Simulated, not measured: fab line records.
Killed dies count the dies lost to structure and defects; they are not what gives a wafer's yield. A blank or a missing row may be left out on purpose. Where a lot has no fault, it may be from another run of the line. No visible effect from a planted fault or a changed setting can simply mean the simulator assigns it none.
Which tool did it? | flow sky130 | 10 lots, 30 wafers sampled, at 5 steps of a route of 708

WHAT EACH GAUGE READ, for each wafer
SKY_SD_P_TW_MEAS_11.
lot  | measured     | on            | SD_P_TW
L108 | day 25 23:22 | film metro-02 | 2817 2832 2827
L109 | day 26 12:53 | film metro-03 | 2797 2799 2817
L111 | day 27 06:11 | film metro-02 | 2810 2799 2810
L112 | day 27 09:23 | film metro-03 | 2777 2793 2803
L114 | day 28 06:30 | film metro-01 | 2834 2864 2853
L115 | day 28 15:57 | film metro-01 | 2846 2836 2851
L118 | day 29 18:00 | film metro-02 | 2817 2805 2811
L121 | day 31 10:47 | film metro-01 | 2914 2920 2907
L126 | day 32 13:58 | film metro-03 | 2906 2904 2915
L128 | day 32 21:33 | film metro-01 | 2822 2838 2824

TOOL THAT RAN EACH LOT (tool first, then ch and the chambers of the sampled wafers, then the start)
lot  | SKY_LDD_HVP_STRIP_09                 | SKY_LDD_LDN_STRIP_12                 | SKY_SD_P_IMPLANT_09             | SKY_SD_P_STRIP_10
L108 | plasma asher-01 ch 0,1, day 22 03:04 | plasma asher-04 ch 0,1, day 23 09:53 | implanter-04 ch 0, day 25 23:08 | plasma asher-03 ch 0,1, day 25 23:16
L109 | plasma asher-04 ch 0,1, day 22 16:26 | plasma asher-04 ch 0,1, day 23 23:45 | implanter-01 ch 0, day 26 12:40 | plasma asher-03 ch 0,1, day 26 12:48
L111 | plasma asher-02 ch 0,1, day 23 11:29 | plasma asher-03 ch 0,1, day 24 17:39 | implanter-03 ch 0, day 27 05:58 | plasma asher-04 ch 0,1, day 27 06:06
L112 | plasma asher-01 ch 0,1, day 23 14:43 | plasma asher-03 ch 0,1, day 24 20:50 | implanter-01 ch 0, day 27 09:08 | plasma asher-03 ch 1, day 27 09:17
L114 | plasma asher-01 ch 0,1, day 24 12:13 | plasma asher-04 ch 0,1, day 25 18:58 | implanter-04 ch 0, day 28 06:17 | plasma asher-04 ch 0,1, day 28 06:25
L115 | plasma asher-04 ch 0,1, day 24 21:07 | plasma asher-03 ch 0,1, day 26 03:13 | implanter-04 ch 0, day 28 15:42 | plasma asher-01 ch 0,1, day 28 15:51
L118 | plasma asher-01 ch 0,1, day 26 01:26 | plasma asher-03 ch 0,1, day 27 07:02 | implanter-01 ch 0, day 29 17:45 | plasma asher-01 ch 0,1, day 29 17:54
L121 | plasma asher-04 ch 0,1, day 27 19:25 | plasma asher-03 ch 0,1, day 29 00:23 | implanter-01 ch 0, day 31 10:32 | plasma asher-03 ch 0,1, day 31 10:41
L126 | plasma asher-02 ch 0,1, day 29 00:31 | plasma asher-03 ch 0,1, day 30 05:34 | implanter-01 ch 0, day 32 13:45 | plasma asher-04 ch 0,1, day 32 13:53
L128 | plasma asher-01 ch 0,1, day 29 08:56 | plasma asher-02 ch 0,1, day 30 13:01 | implanter-03 ch 0, day 32 21:20 | plasma asher-04 ch 0,1, day 32 21:28
- SKY_LDD_HVP_STRIP_09: strips in O2/N2.
- SKY_LDD_LDN_STRIP_12: strips in O2/N2.
- SKY_SD_P_IMPLANT_09
- SKY_SD_P_STRIP_10: strips in O2/N2.

THE ANSWER, worked out from the rows above alone
Rule: the lots themselves supply what counts as usual. The widest of any qualifying gaps counts: lots, ordered by their means at a reading, are off when they make up no more than a third of the lots, leave a main group of 4 or more, and stand apart from it by 3 or more times the standard deviation of that group's means. A main group is skipped when, at the precision printed for the reading in the tables above, its means are all equal. Also off: a lot with no number at a reading for which 4 or more lots have one. The other lots that the step has rows for count as sound.
Off: L121, L126, seen at SKY_SD_P_TW_MEAS_11 (SD_P_TW). The main group has a mean of 2820 with a standard deviation of 19.
A tool fits if, at a process step before that reading, it ran every lot that is off, and no sound lot after the first of them. The gauges at SKY_SD_P_TW_MEAS_11 are tried like those tools. This does not decide it: 2 tools fit, namely plasma asher-03 at SKY_LDD_LDN_STRIP_12 and implanter-01 at SKY_SD_P_IMPLANT_09.

WHAT THE SIMULATOR PUT IN
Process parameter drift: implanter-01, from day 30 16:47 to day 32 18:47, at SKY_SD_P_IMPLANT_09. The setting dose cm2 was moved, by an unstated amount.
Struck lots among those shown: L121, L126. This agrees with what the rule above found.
